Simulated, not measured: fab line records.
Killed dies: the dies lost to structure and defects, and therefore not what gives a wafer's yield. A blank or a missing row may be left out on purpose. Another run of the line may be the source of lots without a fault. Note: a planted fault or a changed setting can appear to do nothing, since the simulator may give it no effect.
A struck lot beside a sound one	flow sky130	44 out of 708 route steps
Sound: wafers L276.1, L276.2, L276.5. Struck: wafer L284.2. (L284.3 of the same lot was not struck and is left out.) The cause comes at the end.
For every step that has rows: the tool of each side, followed by ch and its chambers, followed by its first start. Under that, the readings that differ: sound wafers	struck wafers	difference of the means	sigmas: that difference in standard deviations of wafers without a fault.
alike: same words and numbers on both sides, and readings whose means sit less than 2 such deviations apart. not compared: any withheld reading, any reading some wafer has no value for, any bound like >300 that may hide the same value, and any number with overlapping values for which the record gives no deviation.
A row with sigmas, a row that says differs or no value, or rows on one side alone: a step with any of these is where the two part. When numbers do not overlap yet have no deviation, they are printed without sigmas and do not part them. Lack of a reading on every wafer of one side parts them only where that side has two or more wafers.

first, 2 steps without rows for these wafers: SKY_DNWELL_DEVELOP_06 (develop time 60 s); SKY_DNWELL_IMPLANT_07.
SKY_DNWELL_STRIP_08: strips in O2/N2.
  sound on plasma asher-04 ch 0,1, day 3 14:17; struck on plasma asher-04 ch 1, day 4 21:59
  alike: drypump motor current A, o2 flow sccm, oes product au, strip time to endpoint s
  not compared: rf hours counter h
SKY_DNWELL_TW_MEAS_09:
  sound: film metro-03 at day 3 14:23; struck: film metro-04 at day 4 22:06
  alike: DNWELL_TW
then, 7 steps without rows for these wafers: SKY_PWDE_DEHYDRATE_00 (time 60 s); SKY_PWDE_HMDS_01 (prime time 60 s); SKY_PWDE_COAT_02 (resist thk 3000 nm); SKY_PWDE_SOFTBAKE_03; SKY_PWDE_EXPOSE_04 (exposes mask PWDEM, target cd 840 nm); SKY_PWDE_PEB_05; SKY_PWDE_DEVELOP_06 (develop time 60 s).
SKY_PWDE_OVL_MEAS_07:
  sound: overlay-02 at day 4 06:34; struck: overlay-01 at day 5 15:51
  alike: PWDE_OVL
SKY_PWDE_IMPLANT_08:
  sound on implanter-01 ch 0, day 4 06:36; struck on implanter-01 ch 0, day 5 15:54
reading	sound	struck	difference	sigmas
beam on s (s)	10.29 9.92 9.83	14.36	+4.35	+20
faraday current uA	19.7 20.6 20.6	14.2	-6.1	-14
SKY_PWDE_STRIP_09: strips in O2/N2.
  sound on plasma asher-04 ch 0,1, day 4 06:45; struck on plasma asher-04 ch 0, day 5 16:05
reading	sound	struck	difference	sigmas
o2 flow sccm (sccm)	3015 3000 2999	2985	-20	-2
  alike: drypump motor current A, oes product au, strip time to endpoint s
  not compared: rf hours counter h
SKY_PWDE_TW_MEAS_10:
  sound: film metro-03 at day 4 06:51; struck: film metro-04 at day 5 16:11
reading	sound	struck	difference	sigmas
PWDE_TW	372.0 371.4 371.4	415.5	+43.9	+20
then, 7 steps without rows for these wafers: SKY_NWELL_DEHYDRATE_03 (time 60 s); SKY_NWELL_HMDS_04 (prime time 60 s); SKY_NWELL_COAT_05 (resist thk 3000 nm); SKY_NWELL_SOFTBAKE_06; SKY_NWELL_EXPOSE_07 (exposes mask NWM, target cd 840 nm); SKY_NWELL_PEB_08; SKY_NWELL_DEVELOP_09 (develop time 60 s).
SKY_NWELL_OVL_MEAS_10:
  sound: overlay-01 at day 5 00:33; struck: overlay-02 at day 6 11:08
  alike: NWELL_00_OVL
then, 3 steps without rows for these wafers: SKY_NWELL_IMPLANT_11; SKY_NWELL_IMPLANT_12; SKY_NWELL_IMPLANT_13.
SKY_NWELL_STRIP_14: strips in O2/N2.
  sound on plasma asher-03 ch 0,1, day 5 01:02; struck on plasma asher-03 ch 0, day 6 11:37
reading	sound	struck	difference	sigmas
strip time to endpoint s (s)	36.87 36.91 36.71	37.04	+0.21	+2
  alike: drypump motor current A, o2 flow sccm, oes product au
  not compared: rf hours counter h
SKY_NWELL_TW_MEAS_15:
  sound: film metro-03 at day 5 01:08; struck: film metro-03 at day 6 11:44
  alike: NWELL_TW
then, 7 steps without rows for these wafers: SKY_NWELL_DEHYDRATE_16 (time 60 s); SKY_NWELL_HMDS_17 (prime time 60 s); SKY_NWELL_COAT_18 (resist thk 3000 nm); SKY_NWELL_SOFTBAKE_19; SKY_NWELL_EXPOSE_20 (exposes mask NWM COMPLEMENT, target cd 840 nm); SKY_NWELL_PEB_21; SKY_NWELL_DEVELOP_22 (develop time 60 s).
SKY_NWELL_OVL_MEAS_23:
  sound: overlay-01 at day 5 18:38; struck: overlay-02 at day 7 06:21
  alike: NWELL_01_OVL
next, for these wafers, 1 step has no rows: SKY_NWELL_IMPLANT_24.
SKY_NWELL_STRIP_25: strips in O2/N2.
  sound on plasma asher-04 ch 0,1, day 5 18:49; struck on plasma asher-03 ch 0, day 7 06:32
  alike: drypump motor current A, o2 flow sccm, oes product au, strip time to endpoint s
  not compared: rf hours counter h
SKY_NWELL_TW_MEAS_26:
  sound: film metro-02 at day 5 18:55; struck: film metro-03 at day 7 06:38
  alike: NWELL_2_TW
then, 1 step without rows for these wafers: SKY_NWELL_CLEAN_27 (cleans in SC1/SC2, time 150 s).
SKY_NWELL_RTA_28: time 30 s.
  sound on rtp anneal-01 ch 0, day 5 19:02; struck on rtp anneal-02 ch 0, day 7 06:46
  alike: lamp power pct, wafer_temp_C_max
SKY_NWELL_RS_MEAS_29: a four-point-probe measurement.
  sound: film metro-02 at day 5 19:08; struck: film metro-02 at day 7 06:52
reading	sound	struck	difference	sigmas
NWELL_RS (ohm/sq)	622.2 622.3 621.3	625.6	+3.7	+2
SKY_NWELL_RS_MEAS_31: a four-point-probe measurement.
  sound: film metro-02 at day 5 19:23; struck: film metro-02 at day 7 07:06
reading	sound	struck	difference	sigmas
PWDE_RS (ohm/sq)	5289 5289 5276	4005	-1280	-85
-- the record jumps here: 41 days lie between the struck wafers' starts before and after (it left off in module NWELL and takes up again in module PAD_OPEN, whose first step shown is number 708 of the route) --
SKY_PAD_OPEN_PROBE_99:
  sound: prober-02 at day 46 08:50; struck: prober-01 at day 47 23:09
reading	sound	struck	difference	sigmas
killed_at_M0_to_M3	42 45 51	28	-18	-2
killed dies	91 83 88	60	-27	-3
killed short	48 36 35	26	-14	-2
model.etest.res_p_drift_20v.line ohm um	1.152e+04 1.28e+04 1.277e+04	7940	-4423	
model.etest.res_p_drift_20v.rs ohm sq	9673 1.051e+04 1.063e+04	6684	-3587	
model.etest.res pwde under gate.rs ohm sq	6161 6189 6152	4473	-1694	
  alike: killed_at_M4_up, killed at contacts, killed at front end, killed at other, killed open

WHERE THEY PART
At SKY_PWDE_IMPLANT_08 first; at SKY_PAD_OPEN_PROBE_99 last (within this record only).

WHY: whatever the simulator had introduced
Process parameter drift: implanter-01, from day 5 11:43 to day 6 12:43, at SKY_PWDE_IMPLANT_08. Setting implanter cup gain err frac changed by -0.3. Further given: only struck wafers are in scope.
